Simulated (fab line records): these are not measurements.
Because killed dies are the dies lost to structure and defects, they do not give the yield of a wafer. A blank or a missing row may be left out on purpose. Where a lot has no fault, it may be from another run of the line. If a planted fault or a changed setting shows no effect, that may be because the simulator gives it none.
Comparing a struck lot with a sound one || flow sky130 || 15 out of 708 route steps
Sound: wafers L657.2, L657.4, L657.6. Wafers struck: L666.1, L666.3, L666.6. At the end, the cause is stated.
Per side, at each step with rows, come the tool, then ch with its chambers, and then its first start. Under that, the readings that differ: sound wafers || struck wafers || difference of the means || sigmas: that difference in standard deviations of wafers without a fault.
alike: a reading whose means differ by less than 2 such deviations, as well as words and numbers matching on both sides. not compared: withheld readings; readings where some wafer has no value; bounds like >300 that might hide an equal value; numbers whose values overlap and for which the record gives no deviation.
Wherever a step has rows on one side only, a row that says differs or no value, or a row with sigmas, the two part there. Numbers that have no deviation but don't overlap get no sigmas and don't part them. A reading missing from all wafers of one side parts the sides only when that side holds two or more wafers.

SKY_CONTACT_ETCH_16: etches BARC in N2/H2, stops on SiO2, time 45.9 s, target depth 60 nm.
  sound on rie diel-01 ch 0,1,3, day 33 09:28; struck on rie diel-03 ch 0,1,3, day 36 07:22
  alike: bias w, drypump motor current A, oes product au, throttle valve pct
  not compared: rf hours counter h
SKY_CONTACT_ETCH_17: etches SiO2 in C4F8/O2/Ar, stops on Si3N4, target depth 340 nm.
  sound on rie diel-01 ch 0,1,3, day 33 09:31; struck on rie diel-03 ch 0,1,3, day 36 07:25
  alike: bias w, oes product au
then, 1 step without rows for these wafers: SKY_CONTACT_ETCH_18 (etches Si3N4 in CHF3/O2, stops on TiN, time 39 s, target depth 75 nm).
SKY_CONTACT_STRIP_19: strips in O2/N2.
  sound on plasma asher-02 ch 0,1, day 33 09:36; struck on plasma asher-01 ch 1, day 36 07:30
{"reading": "drypump motor current A (A)", "sound": "5.3 5.4 5.4", "struck": "6.2 6.3 6.2", "difference": "+0.9", "sigmas": "+3"}
  alike: oes product au, strip time to endpoint s
  not compared: rf hours counter h
then, 3 steps without rows for these wafers: SKY_CONTACT_STRIP_20 (strips in post etch residue remover, time 1200 s); SKY_CONTACT_CLEAN_21 (cleans in IPA, time 180 s); SKY_CONTACT_CLEAN_22 (cleans in O3/DIW).
SKY_CONTACT_SPUTTER_23: material TiN, target thk 20 nm, time 80 s.
  sound: pvd sputter-02 at day 33 10:11; struck: pvd sputter-02 at day 36 08:07
  alike: cathode dc power W, chamber pressure pa, throttle valve pct
then, 1 step without rows for these wafers: SKY_CONTACT_CVD_24 (deposits W, target thk 340 nm, time 102.12 s).
SKY_CONTACT_RS_MEAS_25: the measuring method here is four-point-probe.
  sound: film metro-01 at day 33 10:23; struck: film metro-03 at day 36 08:17
  alike: CONTACT_W_RS
SKY_CONTACT_THK_MEAS_26: measures by xrf.
  sound: film metro-01 at day 33 10:30; struck: film metro-03 at day 36 08:24
  alike: CONTACT_W_THK
SKY_CONTACT_CMP_27: polishes, stops on SiO2, t overpolish 15 s, target thk 0 nm.
  sound on cmp-01 ch 1,2,3, day 33 10:39; struck on cmp-02 ch 2,3, day 36 08:28
  alike: motor current A, overpolish run s, time to endpoint s
SKY_METAL1_SPUTTER_00: material Ti, target thk 15 nm, time 10 s.
  sound: pvd sputter-03 at day 33 10:51; struck: pvd sputter-03 at day 36 08:46
  no value came back on the struck wafers for cathode dc power W (W), chamber pressure pa (Pa), throttle valve pct (%); on the sound wafers cathode dc power W (W) reads 3000.8 2999.2 2999.3
then, 1 step without rows for these wafers: SKY_METAL1_SPUTTER_01 (material TiN, target thk 20 nm, time 16.7 s).
-- the record jumps here: 13 days lie between the struck wafers' starts before and after (it left off in module METAL1 and takes up again in module PAD_OPEN, whose first step shown is number 708 of the route) --
SKY_PAD_OPEN_PROBE_99:
  sound: prober-01 at day 47 04:29; struck: prober-02 at day 49 05:17
{"reading": "killed at contacts", "sound": "32 25 38", "struck": "21 18 12", "difference": -15, "sigmas": -3}
{"reading": "sort_bin_5_function (%)", "sound": "12.6 11.2 12.4", "struck": "6.9 8.7 6.7", "difference": -4.6, "sigmas": -3}
{"reading": "model.etest.mcon chain.rc ohm", "sound": "16.1 16.62 16.99", "struck": "17.91 18.45 18.47", "difference": "+1.71", "sigmas": ""}
  alike: defect limited yield, killed_at_M0_to_M3, killed_at_M4_up, killed at front end, killed at other, killed dies, killed open, killed short, sort_bin_3_pad_short, sort_bin_6_memory, sort n pass, sort yield pct

## WHERE THEY PART
Earliest at SKY_CONTACT_STRIP_19; latest, in this record, at SKY_PAD_OPEN_PROBE_99.

WHY: what had been put in by the simulator
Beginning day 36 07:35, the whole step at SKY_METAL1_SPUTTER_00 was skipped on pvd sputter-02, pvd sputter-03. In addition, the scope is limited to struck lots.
